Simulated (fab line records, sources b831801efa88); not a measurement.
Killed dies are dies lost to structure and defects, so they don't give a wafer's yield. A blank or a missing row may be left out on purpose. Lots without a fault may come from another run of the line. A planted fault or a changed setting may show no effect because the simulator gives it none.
One fault seen from 2 desks | flow gf180mcu | each desk has only its own numbers; what lay behind them comes last

THE METROLOGY DESK
What the gauges read, lot by lot, whatever tool the lot ran on: means of the sampled wafers that have a number. A lot is out of limits, marked OUT, if its mean lies more than 4 standard deviations from the usual mean; the brackets give that distance.
Columns: A = V2_CVD_00_THK at GF_V2_THK_MEAS_01, usual 602 nm
lot  | first seen here | A
L535 | day 19 11:22    | 605
L536 | day 20 01:25    | 597
L537 | day 20 08:34    | 598
L538 | day 21 01:13    | 606
L539 | day 21 08:16    | 609
L540 | day 21 22:37    | 598
L542 | day 23 03:35    | 599
L544 | day 23 06:14    | 599
L545 | day 23 15:43    | 609
L547 | day 23 23:27    | 593
L551 | day 25 10:02    | 602
L553 | day 25 20:54    | 601
L554 | day 26 13:12    | 601
This desk's finding: nothing out of limits on any of the 13 lots.

THE TOOL OWNER'S DESK: cmp-02
The tool's own readings at GF_V2_CMP_26 (polishes, stops on SiO2, t overpolish 15 s, target thk 0 nm): means of the sampled wafers that have a number, for each lot that ran on this tool. A lot is out of limits, marked OUT, if its mean lies more than 4 standard deviations from the usual mean; the brackets give that distance.
Columns: A = motor_current_A at GF_V2_CMP_26, usual 11.1 A; B = overpolish_run_s at GF_V2_CMP_26, usual 14.999 s; C = time_to_endpoint_s at GF_V2_CMP_26, usual 85 s
lot  | first seen here | A    | B                        | C
L537 | day 21 11:05    | 11.2 | 15.002                   | 85
L540 | day 22 23:52    | 11.1 | 14.998                   | 86
L542 | day 24 04:02    | 10.9 | 14.995                   | 87
L547 | day 24 23:33    | 10.9 | 15.004                   | 82
L551 | day 26 09:20    | 11.4 | 10.011 (-99 or more) OUT | 94
L554 | day 27 11:22    | 11.6 | 5.029 (-99 or more) OUT  | 116 (+6.0) OUT
This desk's finding: out of limits on L551, L554; first on L551, day 26 09:20 (overpolish_run_s at GF_V2_CMP_26). In limits: L537, L540, L542, L547.

PUT TOGETHER
The tool owner's desk could have raised an alarm at day 26 09:20, on L551, L554.
The metrology desk saw nothing out of limits.
The metrology desk has L551, L554 on record, within its limits.
Of the lots named, all ran GF_V2_CMP_26 on cmp-02.

WHAT THE SIMULATOR HAD PUT IN
Process parameter drift: cmp-02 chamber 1, from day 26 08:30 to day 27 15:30, at GF_V2_CMP_26. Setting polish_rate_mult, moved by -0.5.
Lots struck among those shown: L551, L554.
Hours from the fault's start to each desk's first reading out of limits: the tool owner's desk, 1.
